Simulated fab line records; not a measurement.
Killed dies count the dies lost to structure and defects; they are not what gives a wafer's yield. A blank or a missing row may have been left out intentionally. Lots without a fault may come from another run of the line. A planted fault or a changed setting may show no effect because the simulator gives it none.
fab line records / flow gf180mcu
[record] lots = 6 wafers = 18 last-day = 35
route steps=602 shown STI@12
lots untouched by any fault: they come from a run of this same line in which no faults occurred
start-h: hours from the record's first day to the start of the lot's first wafer shown / wait-h: how many hours have passed since the lot's step before this one / " repeats the value in the row above / L1.1+2: several wafers, shown together as one row / - either no value or no given start / * or withheld: withheld / < > ~ a bound
route shown NAME@n: NAME is a module with steps in the file, n the number in the route of the first one / usual: the fault-free wafers' mean and standard deviation / same: alike in all rows / chamber/n: place in a boat / sites: readings site by site / _std_site: standard deviation across them / _edge_site: mean of outer sites minus mean of inner sites / radius-mm: how far each site lies from the wafer's centre / mask NAME#n: copy n / behind: tool/chamber where the wafer was last shaped / hold: why the lot was held/for how many hours/how that ended / device: whichever transistor did not switch (one of n, p or np) / end of line: the same wafers' tests at the end of the route / a step with no rows: only its recipe / killed: not the wafer's yield, but the dies lost to structure and defects at the first sort / map: shows each die of a wafer: x if killed, . if not, _ if none is there
set.NAME: the setting as run; set.NAME@STEP: as run at that earlier step / model.NAME: the simulator's own value behind a step, which no gauge read
lots seen at some steps along the route; tables by step, rows by wafer
services: a tool's chamber out of use, with start hour (start-h, from the record's first day; less than 0 if before it), hours out, and reason
[[steps]]
[step GF_STI_DEVELOP_11]
[recipe] develop-time-s = 60 dev-temp-c = 21
[step GF_STI_CD_MEAS_12]
[recipe] target-cd-nm = 220
[usual] cd-nm = 220.6/1.2
lot.wafer=L526.2 tool=cd-sem-01 chamber=- start-h=37.76 wait-h=0.1 cd-nm=218.8
lot.wafer=L526.3 tool=cd-sem-01 chamber=- start-h=37.76 wait-h=0.1 cd-nm=219.8
lot.wafer=L526.4 tool=cd-sem-01 chamber=- start-h=37.76 wait-h=0.1 cd-nm=220.1
lot.wafer=L536.2 tool=cd-sem-01 chamber=- start-h=89.39 wait-h=0.1 cd-nm=220.3
lot.wafer=L536.4 tool=cd-sem-01 chamber=- start-h=89.39 wait-h=0.1 cd-nm=220.6
lot.wafer=L536.6 tool=cd-sem-01 chamber=- start-h=89.39 wait-h=0.1 cd-nm=221.0
lot.wafer=L540.4 tool=cd-sem-01 chamber=- start-h=109.05 wait-h=0.1 cd-nm=221.2
lot.wafer=L540.5 tool=cd-sem-01 chamber=- start-h=109.05 wait-h=0.1 cd-nm=218.7
lot.wafer=L540.6 tool=cd-sem-01 chamber=- start-h=109.05 wait-h=0.1 cd-nm=219.4
lot.wafer=L541.3 tool=cd-sem-01 chamber=- start-h=112.90 wait-h=0.1 cd-nm=220.1
lot.wafer=L541.4 tool=cd-sem-01 chamber=- start-h=112.90 wait-h=0.1 cd-nm=219.3
lot.wafer=L541.5 tool=cd-sem-01 chamber=- start-h=112.90 wait-h=0.1 cd-nm=221.2
lot.wafer=L545.1 tool=cd-sem-01 chamber=- start-h=133.91 wait-h=0.1 cd-nm=223.5
lot.wafer=L545.2 tool=cd-sem-01 chamber=- start-h=133.91 wait-h=0.1 cd-nm=223.0
lot.wafer=L545.4 tool=cd-sem-01 chamber=- start-h=133.91 wait-h=0.1 cd-nm=223.3
lot.wafer=L547.1 tool=cd-sem-02 chamber=- start-h=144.26 wait-h=0.1 cd-nm=222.6
lot.wafer=L547.4 tool=cd-sem-02 chamber=- start-h=144.26 wait-h=0.1 cd-nm=222.6
lot.wafer=L547.5 tool=cd-sem-02 chamber=- start-h=144.26 wait-h=0.1 cd-nm=221.5
[step GF_STI_ETCH_13]
[recipe] chemistry = CHF3/O2 stop-on = Si over-etch-frac = 0.3 target-depth-a = 2823.1 source-w = 600 bias-w = 200 pressure-mtorr = 40 chf3-flow-sccm = 50 O2_flow_sccm = 5 time-s = 112.9
[usual] drypump-motor-current-A = 5.9/0.46 oes-product-au = 0.831/0.0052 throttle-valve-pct = 8.810/0.0096
lot.wafer=L526.2 tool=rie-diel-04 chamber=0 start-h=37.86 wait-h=0.1 drypump-motor-current-A=5.8 oes-product-au=0.840 rf-hours-counter-h=57 throttle-valve-pct=8.821
lot.wafer=L526.3 tool=rie-diel-04 chamber=3 start-h=37.86 wait-h=0.1 drypump-motor-current-A=6.6 oes-product-au=0.836 rf-hours-counter-h=142 throttle-valve-pct=8.805
lot.wafer=L526.4 tool=rie-diel-04 chamber=2 start-h=37.86 wait-h=0.1 drypump-motor-current-A=5.1 oes-product-au=0.844 rf-hours-counter-h=- throttle-valve-pct=8.821
lot.wafer=L536.2 tool=rie-diel-02 chamber=0 start-h=89.49 wait-h=0.1 drypump-motor-current-A=6.2 oes-product-au=0.829 rf-hours-counter-h=4 throttle-valve-pct=8.827
lot.wafer=L536.4 tool=rie-diel-02 chamber=1 start-h=89.49 wait-h=0.1 drypump-motor-current-A=5.2 oes-product-au=0.831 rf-hours-counter-h=10 throttle-valve-pct=8.806
lot.wafer=L536.6 tool=rie-diel-02 chamber=0 start-h=89.49 wait-h=0.1 drypump-motor-current-A=6.2 oes-product-au=0.836 rf-hours-counter-h=- throttle-valve-pct=8.807
lot.wafer=L540.4 tool=rie-diel-02 chamber=1 start-h=109.15 wait-h=0.1 drypump-motor-current-A=5.2 oes-product-au=0.832 rf-hours-counter-h=- throttle-valve-pct=8.810
lot.wafer=L540.5 tool=rie-diel-02 chamber=2 start-h=109.15 wait-h=0.1 drypump-motor-current-A=5.8 oes-product-au=0.824 rf-hours-counter-h=- throttle-valve-pct=8.822
lot.wafer=L540.6 tool=rie-diel-02 chamber=1 start-h=109.15 wait-h=0.1 drypump-motor-current-A=5.2 oes-product-au=0.836 rf-hours-counter-h=- throttle-valve-pct=8.810
lot.wafer=L541.3 tool=rie-diel-01 chamber=0 start-h=112.98 wait-h=0.1 drypump-motor-current-A=5.5 oes-product-au=0.822 rf-hours-counter-h=36 throttle-valve-pct=8.827
lot.wafer=L541.4 tool=rie-diel-01 chamber=1 start-h=112.98 wait-h=0.1 drypump-motor-current-A=6.3 oes-product-au=0.841 rf-hours-counter-h=87 throttle-valve-pct=8.808
lot.wafer=L541.5 tool=rie-diel-01 chamber=2 start-h=112.98 wait-h=0.1 drypump-motor-current-A=6.3 oes-product-au=0.828 rf-hours-counter-h=- throttle-valve-pct=8.820
lot.wafer=L545.1 tool=rie-diel-04 chamber=1 start-h=134.03 wait-h=0.1 drypump-motor-current-A=6.2 oes-product-au=0.826 rf-hours-counter-h=108 throttle-valve-pct=8.801
lot.wafer=L545.2 tool=rie-diel-04 chamber=3 start-h=134.03 wait-h=0.1 drypump-motor-current-A=6.6 oes-product-au=0.837 rf-hours-counter-h=144 throttle-valve-pct=8.802
lot.wafer=L545.4 tool=rie-diel-04 chamber=0 start-h=134.03 wait-h=0.1 drypump-motor-current-A=5.8 oes-product-au=0.832 rf-hours-counter-h=60 throttle-valve-pct=8.806
lot.wafer=L547.1 tool=rie-diel-01 chamber=3 start-h=144.38 wait-h=0.1 drypump-motor-current-A=6.1 oes-product-au=0.832 rf-hours-counter-h=34 throttle-valve-pct=8.808
lot.wafer=L547.4 tool=rie-diel-01 chamber=1 start-h=144.38 wait-h=0.1 drypump-motor-current-A=6.3 oes-product-au=0.828 rf-hours-counter-h=88 throttle-valve-pct=8.801
lot.wafer=L547.5 tool=rie-diel-01 chamber=0 start-h=144.38 wait-h=0.1 drypump-motor-current-A=5.4 oes-product-au=0.841 rf-hours-counter-h=- throttle-valve-pct=8.809
[step GF_STI_ETCH_14]
[recipe] target = Si chemistry = HBr/Cl2/O2 target-depth-nm = 360 icp-w = 600 bias-w = 150 pressure-mtorr = 15 HBr_flow_sccm = 150 Cl2_flow_sccm = 40 O2_flow_sccm = 6 time-s = 102.9
[usual] drypump-motor-current-A = 5.60/0.28 he-backside-leak-sccm = 2.8/0.31 oes-product-au = 0.999/0.009 throttle-valve-pct = 25.658/0.011
lot.wafer=L526.2 tool=rie-si-02 chamber=1 start-h=37.94 wait-h=0.0 drypump-motor-current-A=5.62 he-backside-leak-sccm=3.1 oes-product-au=1.002 rf-hours-counter-h=113 throttle-valve-pct=25.656
lot.wafer=L526.3 tool=rie-si-02 chamber=3 start-h=37.94 wait-h=0.0 drypump-motor-current-A=5.53 he-backside-leak-sccm=2.6 oes-product-au=0.990 rf-hours-counter-h=50 throttle-valve-pct=25.658
lot.wafer=L526.4 tool=rie-si-02 chamber=0 start-h=37.94 wait-h=0.0 drypump-motor-current-A=5.63 he-backside-leak-sccm=2.6 oes-product-au=1.013 rf-hours-counter-h=71 throttle-valve-pct=25.641
lot.wafer=L536.2 tool=rie-si-01 chamber=2 start-h=89.57 wait-h=0.0 drypump-motor-current-A=6.12 he-backside-leak-sccm=3.2 oes-product-au=1.013 rf-hours-counter-h=99 throttle-valve-pct=25.656
lot.wafer=L536.4 tool=rie-si-01 chamber=1 start-h=89.57 wait-h=0.0 drypump-motor-current-A=5.91 he-backside-leak-sccm=2.6 oes-product-au=0.988 rf-hours-counter-h=- throttle-valve-pct=25.660
lot.wafer=L536.6 tool=rie-si-01 chamber=0 start-h=89.57 wait-h=0.0 drypump-motor-current-A=5.17 he-backside-leak-sccm=3.0 oes-product-au=0.996 rf-hours-counter-h=- throttle-valve-pct=25.666
lot.wafer=L540.4 tool=rie-si-01 chamber=0 start-h=109.23 wait-h=0.0 drypump-motor-current-A=5.16 he-backside-leak-sccm=2.9 oes-product-au=0.991 rf-hours-counter-h=0 throttle-valve-pct=25.659
lot.wafer=L540.5 tool=rie-si-01 chamber=2 start-h=109.23 wait-h=0.0 drypump-motor-current-A=6.16 he-backside-leak-sccm=3.1 oes-product-au=1.007 rf-hours-counter-h=- throttle-valve-pct=25.645
lot.wafer=L540.6 tool=rie-si-01 chamber=3 start-h=109.23 wait-h=0.0 drypump-motor-current-A=5.20 he-backside-leak-sccm=2.5 oes-product-au=1.002 rf-hours-counter-h=- throttle-valve-pct=25.663
lot.wafer=L541.3 tool=rie-si-02 chamber=2 start-h=113.06 wait-h=0.0 drypump-motor-current-A=5.62 he-backside-leak-sccm=2.8 oes-product-au=0.989 rf-hours-counter-h=74 throttle-valve-pct=25.678
lot.wafer=L541.4 tool=rie-si-02 chamber=2 start-h=113.06 wait-h=0.0 drypump-motor-current-A=5.61 he-backside-leak-sccm=2.8 oes-product-au=0.993 rf-hours-counter-h=- throttle-valve-pct=25.660
lot.wafer=L541.5 tool=rie-si-02 chamber=1 start-h=113.06 wait-h=0.0 drypump-motor-current-A=5.64 he-backside-leak-sccm=3.1 oes-product-au=1.001 rf-hours-counter-h=- throttle-valve-pct=25.665
lot.wafer=L545.1 tool=rie-si-02 chamber=2 start-h=134.11 wait-h=0.0 drypump-motor-current-A=5.68 he-backside-leak-sccm=2.9 oes-product-au=0.995 rf-hours-counter-h=74 throttle-valve-pct=25.652
lot.wafer=L545.2 tool=rie-si-02 chamber=0 start-h=134.11 wait-h=0.0 drypump-motor-current-A=5.65 he-backside-leak-sccm=2.7 oes-product-au=1.018 rf-hours-counter-h=72 throttle-valve-pct=25.651
lot.wafer=L545.4 tool=rie-si-02 chamber=3 start-h=134.11 wait-h=0.0 drypump-motor-current-A=5.51 he-backside-leak-sccm=2.4 oes-product-au=0.989 rf-hours-counter-h=51 throttle-valve-pct=25.670
lot.wafer=L547.1 tool=rie-si-02 chamber=3 start-h=144.46 wait-h=0.0 drypump-motor-current-A=5.51 he-backside-leak-sccm=2.6 oes-product-au=0.989 rf-hours-counter-h=51 throttle-valve-pct=25.659
lot.wafer=L547.4 tool=rie-si-02 chamber=2 start-h=144.46 wait-h=0.0 drypump-motor-current-A=5.62 he-backside-leak-sccm=2.8 oes-product-au=0.996 rf-hours-counter-h=74 throttle-valve-pct=25.659
lot.wafer=L547.5 tool=rie-si-02 chamber=1 start-h=144.46 wait-h=0.0 drypump-motor-current-A=5.61 he-backside-leak-sccm=3.0 oes-product-au=0.995 rf-hours-counter-h=- throttle-valve-pct=25.671
[step GF_STI_STRIP_15]
[recipe] chemistry = O2/N2 power-w = 1400 pressure-mtorr = 1500 platen-temp-c = 250 o2-flow-sccm = 3000 n2-flow-sccm = 300 overash-fraction = 0.5
[usual] drypump-motor-current-A = 5.62/0.29 heater-power-w = 347/26 oes-product-au = 0.384/0.0054 platen-temp-c = 250.04/0.18 strip-time-to-endpoint-s = 3.73/0.055
lot.wafer=L526.2 tool=plasma-asher-04 chamber=1 start-h=38.02 wait-h=0.0 drypump-motor-current-A=5.61 heater-power-w=377 oes-product-au=0.381 platen-temp-c=250.11 rf-hours-counter-h=23 strip-time-to-endpoint-s=3.77
lot.wafer=L526.3 tool=plasma-asher-04 chamber=1 start-h=38.02 wait-h=0.0 drypump-motor-current-A=5.57 heater-power-w=390 oes-product-au=0.379 platen-temp-c=250.28 rf-hours-counter-h=- strip-time-to-endpoint-s=3.63
lot.wafer=L526.4 tool=plasma-asher-04 chamber=0 start-h=38.02 wait-h=0.0 drypump-motor-current-A=5.06 heater-power-w=356 oes-product-au=0.380 platen-temp-c=249.94 rf-hours-counter-h=- strip-time-to-endpoint-s=3.72
lot.wafer=L536.2 tool=plasma-asher-01 chamber=0 start-h=89.64 wait-h=0.0 drypump-motor-current-A=5.90 heater-power-w=308 oes-product-au=0.379 platen-temp-c=250.11 rf-hours-counter-h=41 strip-time-to-endpoint-s=3.79
lot.wafer=L536.4 tool=plasma-asher-01 chamber=0 start-h=89.64 wait-h=0.0 drypump-motor-current-A=5.90 heater-power-w=309 oes-product-au=0.381 platen-temp-c=250.29 rf-hours-counter-h=- strip-time-to-endpoint-s=3.75
lot.wafer=L536.6 tool=plasma-asher-01 chamber=1 start-h=89.64 wait-h=0.0 drypump-motor-current-A=5.75 heater-power-w=351 oes-product-au=0.391 platen-temp-c=250.00 rf-hours-counter-h=- strip-time-to-endpoint-s=3.85
lot.wafer=L540.4 tool=plasma-asher-01 chamber=0 start-h=109.34 wait-h=0.1 drypump-motor-current-A=5.89 heater-power-w=314 oes-product-au=0.387 platen-temp-c=250.10 rf-hours-counter-h=- strip-time-to-endpoint-s=3.71
lot.wafer=L540.5 tool=plasma-asher-01 chamber=1 start-h=109.34 wait-h=0.1 drypump-motor-current-A=5.74 heater-power-w=351 oes-product-au=0.375 platen-temp-c=250.17 rf-hours-counter-h=- strip-time-to-endpoint-s=3.68
lot.wafer=L540.6 tool=plasma-asher-01 chamber=0 start-h=109.34 wait-h=0.1 drypump-motor-current-A=5.89 heater-power-w=309 oes-product-au=0.388 platen-temp-c=249.85 rf-hours-counter-h=- strip-time-to-endpoint-s=3.70
lot.wafer=L541.3 tool=plasma-asher-01 chamber=1 start-h=113.17 wait-h=0.1 drypump-motor-current-A=5.75 heater-power-w=350 oes-product-au=0.389 platen-temp-c=249.90 rf-hours-counter-h=- strip-time-to-endpoint-s=3.73
lot.wafer=L541.4 tool=plasma-asher-01 chamber=0 start-h=113.17 wait-h=0.1 drypump-motor-current-A=5.90 heater-power-w=302 oes-product-au=0.377 platen-temp-c=249.81 rf-hours-counter-h=- strip-time-to-endpoint-s=3.66
lot.wafer=L541.5 tool=plasma-asher-01 chamber=0 start-h=113.17 wait-h=0.1 drypump-motor-current-A=5.90 heater-power-w=307 oes-product-au=0.388 platen-temp-c=249.95 rf-hours-counter-h=- strip-time-to-endpoint-s=3.69
lot.wafer=L545.1 tool=plasma-asher-01 chamber=0 start-h=134.18 wait-h=0.0 drypump-motor-current-A=5.89 heater-power-w=302 oes-product-au=0.386 platen-temp-c=249.77 rf-hours-counter-h=46 strip-time-to-endpoint-s=3.79
lot.wafer=L545.2 tool=plasma-asher-01 chamber=1 start-h=134.18 wait-h=0.0 drypump-motor-current-A=5.74 heater-power-w=350 oes-product-au=0.382 platen-temp-c=250.25 rf-hours-counter-h=46 strip-time-to-endpoint-s=3.63
lot.wafer=L545.4 tool=plasma-asher-01 chamber=1 start-h=134.18 wait-h=0.0 drypump-motor-current-A=5.74 heater-power-w=352 oes-product-au=0.381 platen-temp-c=249.82 rf-hours-counter-h=- strip-time-to-endpoint-s=3.81
lot.wafer=L547.1 tool=plasma-asher-02 chamber=0 start-h=144.53 wait-h=0.0 drypump-motor-current-A=5.56 heater-power-w=322 oes-product-au=0.370 platen-temp-c=250.11 rf-hours-counter-h=3 strip-time-to-endpoint-s=3.75
lot.wafer=L547.4 tool=plasma-asher-02 chamber=1 start-h=144.53 wait-h=0.0 drypump-motor-current-A=5.88 heater-power-w=327 oes-product-au=0.382 platen-temp-c=249.98 rf-hours-counter-h=- strip-time-to-endpoint-s=3.69
lot.wafer=L547.5 tool=plasma-asher-02 chamber=0 start-h=144.53 wait-h=0.0 drypump-motor-current-A=5.54 heater-power-w=311 oes-product-au=0.380 platen-temp-c=250.22 rf-hours-counter-h=- strip-time-to-endpoint-s=3.79
[step GF_STI_CLEAN_16]
[recipe] chemistry = dHF time-s = 25 dilution = 100:1
[step GF_STI_WET_ETCH_17]
[recipe] chemistry = H3PO4 target-depth-nm = 45 temp-c = 160 target = Si3N4 time-s = 514
[step GF_STI_CLEAN_18]
[recipe] chemistry = SC1/SC2 mix = 1:4:20 temp-c = 70 time-s = 150
[step GF_STI_CLEAN_19]
[recipe] chemistry = dHF time-s = 20 dilution = 100:1
[step GF_STI_WET_ETCH_20]
[recipe] chemistry = dHF dilution = 100:1 target-depth-nm = 20 temp-c = 25 dry = ipa-marangoni target = SiO2 time-s = 400
[step GF_STI_OXIDATION_21]
[recipe] temp-c = 1000 ambient = O2 stabilise-s = 600 purge-s = 300 target-thk-a = 150 ox-time-s = 458
[step GF_STI_THK_MEAS_22]
[recipe] reads = SiO2_of_STI_OXIDATION_21
[usual] STI_OXIDATION_01_THK = 15.0/0.32
lot.wafer=L526.2 tool=film-metro-01 chamber=- start-h=44.96 wait-h=0.0 STI_OXIDATION_01_THK[nm]=15.1
lot.wafer=L526.3 tool=film-metro-01 chamber=- start-h=44.96 wait-h=0.0 STI_OXIDATION_01_THK[nm]=15.0
lot.wafer=L526.4 tool=film-metro-01 chamber=- start-h=44.96 wait-h=0.0 STI_OXIDATION_01_THK[nm]=15.0
lot.wafer=L536.2 tool=film-metro-03 chamber=- start-h=91.23 wait-h=0.0 STI_OXIDATION_01_THK[nm]=15.5
lot.wafer=L536.4 tool=film-metro-03 chamber=- start-h=91.23 wait-h=0.0 STI_OXIDATION_01_THK[nm]=15.3
lot.wafer=L536.6 tool=film-metro-03 chamber=- start-h=91.23 wait-h=0.0 STI_OXIDATION_01_THK[nm]=15.5
lot.wafer=L540.4 tool=film-metro-01 chamber=- start-h=111.84 wait-h=0.0 STI_OXIDATION_01_THK[nm]=14.5
lot.wafer=L540.5 tool=film-metro-01 chamber=- start-h=111.84 wait-h=0.0 STI_OXIDATION_01_THK[nm]=14.4
lot.wafer=L540.6 tool=film-metro-01 chamber=- start-h=111.84 wait-h=0.0 STI_OXIDATION_01_THK[nm]=14.4
lot.wafer=L541.3 tool=film-metro-01 chamber=- start-h=114.88 wait-h=0.0 STI_OXIDATION_01_THK[nm]=15.2
lot.wafer=L541.4 tool=film-metro-01 chamber=- start-h=114.88 wait-h=0.0 STI_OXIDATION_01_THK[nm]=15.1
lot.wafer=L541.5 tool=film-metro-01 chamber=- start-h=114.88 wait-h=0.0 STI_OXIDATION_01_THK[nm]=15.0
lot.wafer=L545.1 tool=film-metro-02 chamber=- start-h=136.70 wait-h=0.0 STI_OXIDATION_01_THK[nm]=15.4
lot.wafer=L545.2 tool=film-metro-02 chamber=- start-h=136.70 wait-h=0.0 STI_OXIDATION_01_THK[nm]=15.1
lot.wafer=L545.4 tool=film-metro-02 chamber=- start-h=136.70 wait-h=0.0 STI_OXIDATION_01_THK[nm]=15.5
lot.wafer=L547.1 tool=film-metro-02 chamber=- start-h=149.33 wait-h=0.0 STI_OXIDATION_01_THK[nm]=14.9
lot.wafer=L547.4 tool=film-metro-02 chamber=- start-h=149.33 wait-h=0.0 STI_OXIDATION_01_THK[nm]=15.0
lot.wafer=L547.5 tool=film-metro-02 chamber=- start-h=149.33 wait-h=0.0 STI_OXIDATION_01_THK[nm]=14.6
[step GF_STI_CVD_23]
[recipe] material = SiO2 target-thk-nm = 650 sigma-open-frac = 0.3 time-s = 108.3 temp-c = 600 sih4-flow-sccm = 60 pressure-mtorr = 6
lot.wafer=L526.2 tool=hdpcvd-01 chamber=2 start-h=45.01 wait-h=0.0 model.SiO2_of_STI_CVD_23.thk-nm=641.4
lot.wafer=L526.3 tool=hdpcvd-01 chamber=1 start-h=45.01 wait-h=0.0 model.SiO2_of_STI_CVD_23.thk-nm=643.5
lot.wafer=L526.4 tool=hdpcvd-01 chamber=0 start-h=45.01 wait-h=0.0 model.SiO2_of_STI_CVD_23.thk-nm=642.3
lot.wafer=L536.2 tool=hdpcvd-02 chamber=0 start-h=91.28 wait-h=0.0 model.SiO2_of_STI_CVD_23.thk-nm=650.5
lot.wafer=L536.4 tool=hdpcvd-02 chamber=2 start-h=91.28 wait-h=0.0 model.SiO2_of_STI_CVD_23.thk-nm=645.8
lot.wafer=L536.6 tool=hdpcvd-02 chamber=1 start-h=91.28 wait-h=0.0 model.SiO2_of_STI_CVD_23.thk-nm=648
lot.wafer=L540.4 tool=hdpcvd-01 chamber=2 start-h=111.91 wait-h=0.1 model.SiO2_of_STI_CVD_23.thk-nm=645.3
lot.wafer=L540.5 tool=hdpcvd-01 chamber=1 start-h=111.91 wait-h=0.1 model.SiO2_of_STI_CVD_23.thk-nm=635.5
lot.wafer=L540.6 tool=hdpcvd-01 chamber=0 start-h=111.91 wait-h=0.1 model.SiO2_of_STI_CVD_23.thk-nm=683.4
lot.wafer=L541.3 tool=hdpcvd-01 chamber=2 start-h=114.92 wait-h=0.0 model.SiO2_of_STI_CVD_23.thk-nm=649.3
lot.wafer=L541.4 tool=hdpcvd-01 chamber=1 start-h=114.92 wait-h=0.0 model.SiO2_of_STI_CVD_23.thk-nm=640.4
lot.wafer=L541.5 tool=hdpcvd-01 chamber=0 start-h=114.92 wait-h=0.0 model.SiO2_of_STI_CVD_23.thk-nm=681.7
lot.wafer=L545.1 tool=hdpcvd-02 chamber=1 start-h=136.76 wait-h=0.1 model.SiO2_of_STI_CVD_23.thk-nm=647.2
lot.wafer=L545.2 tool=hdpcvd-02 chamber=2 start-h=136.76 wait-h=0.1 model.SiO2_of_STI_CVD_23.thk-nm=639.6
lot.wafer=L545.4 tool=hdpcvd-02 chamber=2 start-h=136.76 wait-h=0.1 model.SiO2_of_STI_CVD_23.thk-nm=641
lot.wafer=L547.1 tool=hdpcvd-02 chamber=2 start-h=149.39 wait-h=0.1 model.SiO2_of_STI_CVD_23.thk-nm=634.5
lot.wafer=L547.4 tool=hdpcvd-02 chamber=2 start-h=149.39 wait-h=0.1 model.SiO2_of_STI_CVD_23.thk-nm=644
lot.wafer=L547.5 tool=hdpcvd-02 chamber=1 start-h=149.39 wait-h=0.1 model.SiO2_of_STI_CVD_23.thk-nm=643.3
[step GF_STI_THK_MEAS_24]
[recipe] reads = SiO2_of_STI_CVD_23
[usual] STI_CVD_23_THK = 645/6.1
lot.wafer=L526.2 tool=film-metro-02 chamber=- start-h=45.10 wait-h=0.0 STI_CVD_23_THK[nm]=641
lot.wafer=L526.3 tool=film-metro-02 chamber=- start-h=45.10 wait-h=0.0 STI_CVD_23_THK[nm]=643
lot.wafer=L526.4 tool=film-metro-02 chamber=- start-h=45.10 wait-h=0.0 STI_CVD_23_THK[nm]=642
lot.wafer=L536.2 tool=film-metro-01 chamber=- start-h=91.36 wait-h=0.0 STI_CVD_23_THK[nm]=650
lot.wafer=L536.4 tool=film-metro-01 chamber=- start-h=91.36 wait-h=0.0 STI_CVD_23_THK[nm]=647
lot.wafer=L536.6 tool=film-metro-01 chamber=- start-h=91.36 wait-h=0.0 STI_CVD_23_THK[nm]=648
lot.wafer=L540.4 tool=film-metro-02 chamber=- start-h=111.98 wait-h=0.0 STI_CVD_23_THK[nm]=646
lot.wafer=L540.5 tool=film-metro-02 chamber=- start-h=111.98 wait-h=0.0 STI_CVD_23_THK[nm]=635
lot.wafer=L540.6 tool=film-metro-02 chamber=- start-h=111.98 wait-h=0.0 STI_CVD_23_THK[nm]=683
lot.wafer=L541.3 tool=film-metro-03 chamber=- start-h=115.01 wait-h=0.1 STI_CVD_23_THK[nm]=650
lot.wafer=L541.4 tool=film-metro-03 chamber=- start-h=115.01 wait-h=0.1 STI_CVD_23_THK[nm]=641
lot.wafer=L541.5 tool=film-metro-03 chamber=- start-h=115.01 wait-h=0.1 STI_CVD_23_THK[nm]=682
lot.wafer=L545.1 tool=film-metro-03 chamber=- start-h=136.84 wait-h=0.0 STI_CVD_23_THK[nm]=647
lot.wafer=L545.2 tool=film-metro-03 chamber=- start-h=136.84 wait-h=0.0 STI_CVD_23_THK[nm]=639
lot.wafer=L545.4 tool=film-metro-03 chamber=- start-h=136.84 wait-h=0.0 STI_CVD_23_THK[nm]=642
lot.wafer=L547.1 tool=film-metro-03 chamber=- start-h=149.47 wait-h=0.0 STI_CVD_23_THK[nm]=635
lot.wafer=L547.4 tool=film-metro-03 chamber=- start-h=149.47 wait-h=0.0 STI_CVD_23_THK[nm]=644
lot.wafer=L547.5 tool=film-metro-03 chamber=- start-h=149.47 wait-h=0.0 STI_CVD_23_THK[nm]=643
[step GF_STI_CMP_25]
[recipe] stop-on = Si3N4 t-overpolish-s = 33 down-force-psi = 4 platen-rpm = 60 target-thk-nm = 524.6 pad-velocity-m-s = 0.94248
[usual] motor-current-A = 12.1/1.1
lot.wafer=L526.2 tool=cmp-01 chamber=2 start-h=45.15 wait-h=0.0 motor-current-A=10.8
lot.wafer=L526.4 tool=cmp-01 chamber=3 start-h=45.15 wait-h=0.0 motor-current-A=13.5
lot.wafer=L526.3 tool=cmp-01 chamber=0 start-h=45.15 wait-h=0.0 motor-current-A=11.3
lot.wafer=L536.2 tool=cmp-01 chamber=1 start-h=92.52 wait-h=1.1 motor-current-A=12.5
lot.wafer=L536.4 tool=cmp-01 chamber=2 start-h=92.52 wait-h=1.1 motor-current-A=11.5
lot.wafer=L536.6 tool=cmp-01 chamber=0 start-h=92.52 wait-h=1.1 motor-current-A=11.4
lot.wafer=L540.4 tool=cmp-01 chamber=3 start-h=112.06 wait-h=0.1 motor-current-A=13.6
lot.wafer=L540.5 tool=cmp-01 chamber=2 start-h=112.06 wait-h=0.1 motor-current-A=10.9
lot.wafer=L540.6 tool=cmp-01 chamber=3 start-h=112.06 wait-h=0.1 motor-current-A=13.4
lot.wafer=L541.4 tool=cmp-02 chamber=0 start-h=115.15 wait-h=0.1 motor-current-A=12.2
lot.wafer=L541.3 tool=cmp-02 chamber=1 start-h=115.15 wait-h=0.1 motor-current-A=13.0
lot.wafer=L541.5 tool=cmp-02 chamber=2 start-h=115.15 wait-h=0.1 motor-current-A=10.3
lot.wafer=L545.1 tool=cmp-02 chamber=0 start-h=136.90 wait-h=0.1 motor-current-A=12.2
lot.wafer=L545.2 tool=cmp-02 chamber=2 start-h=136.90 wait-h=0.1 motor-current-A=10.4
lot.wafer=L545.4 tool=cmp-02 chamber=3 start-h=136.90 wait-h=0.1 motor-current-A=12.3
lot.wafer=L547.4 tool=cmp-01 chamber=2 start-h=149.53 wait-h=0.0 motor-current-A=11.3
lot.wafer=L547.1 tool=cmp-01 chamber=3 start-h=149.53 wait-h=0.0 motor-current-A=13.5
lot.wafer=L547.5 tool=cmp-01 chamber=2 start-h=149.53 wait-h=0.0 motor-current-A=11.3
[[services]]
tool=cmp-01 chamber=- start-h=28.30 hours=4.2 kind=pm
tool=cmp-02 chamber=- start-h=32.62 hours=5.4 kind=pm
tool=rie-diel-04 chamber=1 start-h=32.87 hours=15.2 kind=repair
tool=cmp-02 chamber=- start-h=40.78 hours=74.2 kind=repair
tool=cmp-01 chamber=- start-h=42.08 hours=0.4 kind=repair
tool=cmp-01 chamber=- start-h=48.47 hours=2.3 kind=repair
tool=cmp-02 chamber=- start-h=57.41 hours=1.3 kind=repair
tool=rie-si-01 chamber=1 start-h=58.64 hours=7.3 kind=repair
tool=rie-si-01 chamber=0 start-h=63.10 hours=6.8 kind=repair
tool=cmp-01 chamber=- start-h=64.06 hours=4.0 kind=pm
tool=cmp-01 chamber=- start-h=64.56 hours=0.5 kind=repair
tool=rie-si-01 chamber=3 start-h=78.60 hours=16.5 kind=repair
tool=cmp-01 chamber=- start-h=85.58 hours=4.4 kind=repair
tool=cmp-02 chamber=- start-h=94.80 hours=0.5 kind=repair
tool=rie-si-01 chamber=- start-h=99.05 hours=2.0 kind=repair
tool=rie-diel-04 chamber=3 start-h=104.23 hours=5.6 kind=repair
tool=rie-diel-02 chamber=3 start-h=104.74 hours=6.6 kind=repair
tool=rie-si-02 chamber=3 start-h=108.40 hours=7.8 kind=repair
tool=rie-diel-02 chamber=0 start-h=108.44 hours=8.6 kind=repair
tool=cmp-02 chamber=- start-h=112.27 hours=1.0 kind=repair
tool=rie-si-02 chamber=0 start-h=113.91 hours=10.8 kind=repair
tool=rie-diel-02 chamber=- start-h=115.37 hours=2.2 kind=repair
tool=hdpcvd-02 chamber=- start-h=123.72 hours=0.6 kind=repair
tool=hdpcvd-01 chamber=- start-h=142.09 hours=3.4 kind=repair
[[key]]
[first-sign] step = GF_STI_THK_MEAS_24 reading = STI_CVD_23_THK direction = up sigmas = 6.2 usual = 645 struck = 682
effect none on later readings
[model-effect] step = GF_STI_CVD_23 value = SiO2_of_STI_CVD_23.thk-nm without = 635.3 struck = 682.6
met-at GF_STI_CVD_23
struck-wafers L540.6,L541.5
tester-left-out L540,L541
onset-between 45.01 111.91
[fault] kind = process-parameter-drift tool = hdpcvd-01 chamber = 0 onset-h = 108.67 steps = GF_STI_CVD_23 channel = target-thk-nm offset = 47.207 shape = step end-h = 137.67 acts-in = these-recipes-only stated = 650
// tester-left-out: of these lots the tester's yield and bins aren't shown, on N5 and GAA mostly nor the transistor test; their killed dies are dies lost to structure and defects alone, not to doping, threshold or leakage, so they don't give the yield
